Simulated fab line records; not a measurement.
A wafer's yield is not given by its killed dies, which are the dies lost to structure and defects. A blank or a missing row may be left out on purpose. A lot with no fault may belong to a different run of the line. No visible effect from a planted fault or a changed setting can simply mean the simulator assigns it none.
What tool caused it? / flow gf180mcu / Sampling: 14 lots, 42 wafers, 2 of 602 route steps

## WHAT THE GAUGES READ, wafer by wafer
GF_MIM_THK_MEAS_06. Usual: MIM_CVD_05_THK typically reads 41.8 nm, with standard deviation 0.69.
lot=L394; measured=day 24 13:12; on=film_metro-03; MIM_CVD_05_THK (nm)=40.9 41.2 41.0; flag=
lot=L395; measured=day 25 02:19; on=film_metro-02; MIM_CVD_05_THK (nm)=42.3 42.6 43.1; flag=
lot=L396; measured=day 25 04:23; on=film_metro-02; MIM_CVD_05_THK (nm)=42.0 42.2 41.5; flag=
lot=L402; measured=day 27 06:35; on=film_metro-02; MIM_CVD_05_THK (nm)=41.7 42.0 42.2; flag=
lot=L403; measured=day 27 14:37; on=film_metro-04; MIM_CVD_05_THK (nm)=42.0 42.4 42.1; flag=
lot=L408; measured=day 29 00:16; on=film_metro-02; MIM_CVD_05_THK (nm)=41.7 40.9 42.8; flag=
lot=L409; measured=day 29 13:34; on=film_metro-04; MIM_CVD_05_THK (nm)=40.9 41.4 42.4; flag=
lot=L411; measured=day 30 03:55; on=film_metro-04; MIM_CVD_05_THK (nm)=41.0 42.3 41.7; flag=
lot=L412; measured=day 30 05:47; on=film_metro-03; MIM_CVD_05_THK (nm)=41.0 42.1 42.5; flag=
lot=L413; measured=day 30 10:36; on=film_metro-04; MIM_CVD_05_THK (nm)=41.7 41.7 42.6; flag=
lot=L414; measured=day 30 13:16; on=film_metro-02; MIM_CVD_05_THK (nm)=42.0 41.3 41.4; flag=
lot=L415; measured=day 30 23:02; on=film_metro-02; MIM_CVD_05_THK (nm)=41.4 42.4 42.1; flag=
lot=L416; measured=day 31 04:52; on=film_metro-03; MIM_CVD_05_THK (nm)=42.2 40.9 43.0; flag=
lot=L417; measured=day 31 11:25; on=film_metro-03; MIM_CVD_05_THK (nm)=41.9 41.1 41.7; flag=

GF_V5_CD_MEAS_14 targets a cd of 260 nm. Usual: cd_nm at 260.2 nm, with a standard deviation of 1.4.
lot=L394; measured=day 27 05:55; on=cd_sem-01; cd_nm (nm)=257.7 256.2 259.0; flag=
lot=L395; measured=day 27 18:31; on=cd_sem-01; cd_nm (nm)=260.3 260.9 261.0; flag=
lot=L396; measured=day 27 21:10; on=cd_sem-01; cd_nm (nm)=257.0 258.0 259.3; flag=
lot=L402; measured=day 29 18:46; on=cd_sem-02; cd_nm (nm)=258.8 260.2 259.2; flag=
lot=L403; measured=day 30 02:27; on=cd_sem-02; cd_nm (nm)=260.0 259.2 258.9; flag=
lot=L408; measured=day 31 09:13; on=cd_sem-02; cd_nm (nm)=259.6 260.3 260.4; flag=
lot=L409; measured=day 31 20:41; on=cd_sem-01; cd_nm (nm)=259.7 259.2 258.7; flag=
lot=L411; measured=day 32 10:27; on=cd_sem-02; cd_nm (nm)=262.0 261.5 260.2; flag=
lot=L412; measured=day 32 11:07; on=cd_sem-01; cd_nm (nm)=260.7 260.4 262.0; flag=
lot=L413; measured=day 32 15:14; on=cd_sem-01; cd_nm (nm)=259.8 259.6 261.7; flag=
lot=L414; measured=day 32 18:51; on=cd_sem-01; cd_nm (nm)=262.2 261.9 260.8; flag=
lot=L415; measured=day 33 03:42; on=cd_sem-01; cd_nm (nm)=260.0 259.8 260.4; flag=
lot=L416; measured=day 33 08:51; on=cd_sem-02; cd_nm (nm)=261.5 260.0 260.0; flag=
lot=L417; measured=day 33 14:13; on=cd_sem-01; cd_nm (nm)=263.6 263.5 262.2; flag=

## WHICH TOOL RAN EACH LOT (tool, then ch and the chambers of the sampled wafers, then the start)
The record shows no process step preceding these readings.

## AS READ BY THE TOOLS THEMSELVES (means over the sampled wafers that have a number; for cases with no such wafer, the mark the record gives instead)
The record holds no such reading with a usual standard deviation.

## THE ANSWER, worked out from the rows above alone
Rule: a lot counts as off when the mean over its wafers that have a number is more than 3 standard deviations away from the usual mean. A lot without any number at a reading at which 4 lots or more have one is off too. The other lots that the step has rows for count as sound. Order of review: gauges by route order, followed by the tools' own readings, for which a lot's mean as printed above is used. The first step at which some lot is off is used, and at that step the reading that is off furthest; a lot without a number counts as furthest.
Across all readings shown, no lot is off: no conclusion can be drawn from this.

## WHAT THE SIMULATOR HAD PUT IN
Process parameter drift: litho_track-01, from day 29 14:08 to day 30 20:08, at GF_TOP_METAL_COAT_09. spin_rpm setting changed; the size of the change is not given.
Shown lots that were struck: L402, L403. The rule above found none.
